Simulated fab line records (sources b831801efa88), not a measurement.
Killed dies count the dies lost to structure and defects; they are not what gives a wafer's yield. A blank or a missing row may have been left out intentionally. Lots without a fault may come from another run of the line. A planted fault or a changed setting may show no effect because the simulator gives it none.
A single fault, viewed from 2 desks    flow sky130    what lay behind the numbers comes last; until then each desk has only its own

## THE METROLOGY DESK
What the gauges read for every lot (on any tool): the sampled wafers with a number, averaged. The brackets show how far a lot's mean lies from the usual mean; more than 4 standard deviations puts the lot out of limits, marked OUT.
Columns: A = CAP2M_TIN_RS at SKY_CAP2M_RS_MEAS_03, usual 6.91 ohm/sq; B = PAD_OPEN_BOW at SKY_PAD_OPEN_BOW_MEAS_13, usual 49 um
lot   first seen here  A     B
L908  day 39 10:43     6.99  46
L909  day 39 13:01     6.93  41
L910  day 40 02:50     7.09  41
L911  day 40 07:30     6.78  49
L913  day 40 21:41     6.95  47
L914  day 41 06:48     6.94  45
L915  day 41 18:50     6.92  51
L916  day 42 14:40     6.86  53
L918  day 43 05:57     6.96  54
L924  day 44 09:58     7.01  38
L926  day 44 14:56     6.94  49
L929  day 45 18:16     6.90  56
L931  day 45 23:40     6.90  52
Result from this desk: across the 13 lots, nothing is out of limits.

## FOR THE TOOL OWNER'S DESK: pvdSputter-01
At SKY_METAL5_SPUTTER_04 (material TiN, target thk 70 nm, time 58.3 s) the tool's own readings: per lot run on this tool, the mean of the sampled wafers that have a number. The brackets show how far a lot's mean lies from the usual mean; more than 4 standard deviations puts the lot out of limits, marked OUT.
Columns: A = cathodeDcPowerW at SKY_METAL5_SPUTTER_04, usual 6500.2 W; B = throttleValvePct at SKY_METAL5_SPUTTER_04, usual 29.7 %
lot   first seen here  A                         B
L914  day 44 08:04     6500.2                    29.6
L915  day 44 18:30     6500.8                    29.3
L916  day 45 12:04     6250.9 (-99 or more) OUT  29.7
L918  day 46 02:47     6251.0 (-99 or more) OUT  29.7
This desk finds L916, L918 out of limits, L916 being first, at day 45 12:04 (cathodeDcPowerW at SKY_METAL5_SPUTTER_04). L914, L915 stayed within limits.

## BROUGHT TOGETHER
The tool owner's desk had the chance to raise an alarm at day 45 12:04 on L916, L918.
The metrology desk saw nothing out of limits.
The metrology desk has L916, L918 on record, within its limits.
All the named lots went through SKY_METAL5_SPUTTER_04 on pvdSputter-01.

## WHAT THE SIMULATOR HAD INSERTED
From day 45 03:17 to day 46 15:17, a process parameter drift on pvdSputter-01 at SKY_METAL5_SPUTTER_04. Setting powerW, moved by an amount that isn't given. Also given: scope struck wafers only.
Shown lots that were struck: L916, L918.
Each desk's first reading out of limits, in hours after the fault started: the tool owner's desk, 9.
